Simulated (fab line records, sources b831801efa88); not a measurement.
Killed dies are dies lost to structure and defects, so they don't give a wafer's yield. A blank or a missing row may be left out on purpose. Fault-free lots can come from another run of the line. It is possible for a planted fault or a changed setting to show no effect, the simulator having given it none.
Struck lot and sound lot, side by side :: flow sky130 :: 17 steps out of a route of 708
Sound: wafers L936.2, L936.5, L936.6. Struck: wafers L924.1, L924.2, L924.6. The cause is named last.
Each step with rows lists, per side, the tool, then ch with its chambers, then its first start. Under that, the readings that differ: sound wafers :: struck wafers :: difference of the means :: sigmas: that difference in standard deviations of wafers without a fault.
alike: readings with means less than 2 such deviations apart, plus words and numbers identical on both sides. not compared: withheld readings, readings lacking a value on some wafer, bounds such as >300 that could conceal the same value, and numbers that have no deviation in the record and whose values overlap.
The two part at a step that has a row with sigmas, a row that says differs or no value, or rows on one side only. Numbers that have no deviation but don't overlap get no sigmas and don't part them. A reading missing from all wafers of one side parts the sides only when that side holds two or more wafers.

first, 5 steps without rows for these wafers: SKY_VIA4_COAT_06 (resist thk 1140 nm); SKY_VIA4_SOFTBAKE_07 (time 60 s); SKY_VIA4_EXPOSE_08 (exposes mask VIM4, target cd 800 nm); SKY_VIA4_PEB_09; SKY_VIA4_DEVELOP_10 (develop time 60 s).
SKY_VIA4_OVL_MEAS_11:
  struck on overlay-01, day 44 05:22; sound on overlay-01, day 47 13:26
  alike: VIA4_OVL
SKY_VIA4_ETCH_12: etches SiO2 in C4F8/O2/Ar, stops on TiN, target depth 580 nm.
  sound on rie-diel-01 ch 0,2,3, day 47 13:28; struck on rie-diel-03 ch 1,2, day 44 05:25
  alike: oes-product-au
SKY_VIA4_STRIP_13: strips in O2/N2.
  sound on plasma-asher-02 ch 0,1, day 47 13:32; struck on plasma-asher-02 ch 0,1, day 44 05:29
  alike: drypump-motor-current-A, oes-product-au, strip-time-to-endpoint-s
  not compared: rf-hours-counter-h
then, 3 steps without rows for these wafers: SKY_VIA4_STRIP_14 (strips in post etch residue remover, time 1200 s); SKY_VIA4_CLEAN_15 (cleans in IPA, time 180 s); SKY_VIA4_CLEAN_16 (cleans in O3/DIW).
SKY_VIA4_SPUTTER_17: material TiN, target thk 20 nm, time 80 s.
  struck on pvd-sputter-01, day 44 06:05; sound on pvd-sputter-03, day 47 14:08
  alike: cathode-dc-power-W, throttle-valve-pct
SKY_VIA4_CVD_18: deposits W, target thk 505 nm, time 152.14 s.
  sound on cvd-w-01 ch 0,1, day 47 14:11; struck on cvd-w-02 ch 0,1, day 44 06:27
  alike: heater-power-w
SKY_VIA4_RS_MEAS_19: uses a four-point probe to measure.
  struck on film-metro-02, day 44 06:37; sound on film-metro-02, day 47 14:22
reading: VIA4_W_RS (ohm/sq)
sound: 0.2248 0.2224 0.2258
struck: 0.1132 0.1132 0.1133
difference: -0.1111
sigmas: -44
SKY_VIA4_THK_MEAS_20: measures by xrf.
  struck on film-metro-02, day 44 06:44; sound on film-metro-02, day 47 14:28
reading: VIA4_W_THK (nm)
sound: 528 530 526
struck: - - -
difference: no value on the struck wafers
sigmas: 
SKY_VIA4_CMP_21: polishes, stops on SiO2, t overpolish 25 s, target thk 0 nm.
  sound on cmp-02 ch 0,1,2, day 47 14:40; struck on cmp-01 ch 0,2,3, day 44 06:53
reading: time-to-endpoint-s (s)
sound: 122.8 124.5 122.6
struck: 239.6 246.2 245.7
difference: +120.5
sigmas: +40
  alike: motor-current-A, overpolish-run-s, slurry-filter-dp-kPa
SKY_METAL5_SPUTTER_00: material Ti, target thk 15 nm, time 10 s.
  struck on pvd-sputter-04, day 44 07:05; sound on pvd-sputter-02, day 47 14:49
  alike: cathode-dc-power-W, throttle-valve-pct

## WHERE THEY PART
Last at SKY_VIA4_CMP_21 as far as this record goes, first at SKY_VIA4_RS_MEAS_19. Later steps at which nothing parts them and some readings are alike: SKY_METAL5_SPUTTER_00.

WHY: the cause the simulator had injected
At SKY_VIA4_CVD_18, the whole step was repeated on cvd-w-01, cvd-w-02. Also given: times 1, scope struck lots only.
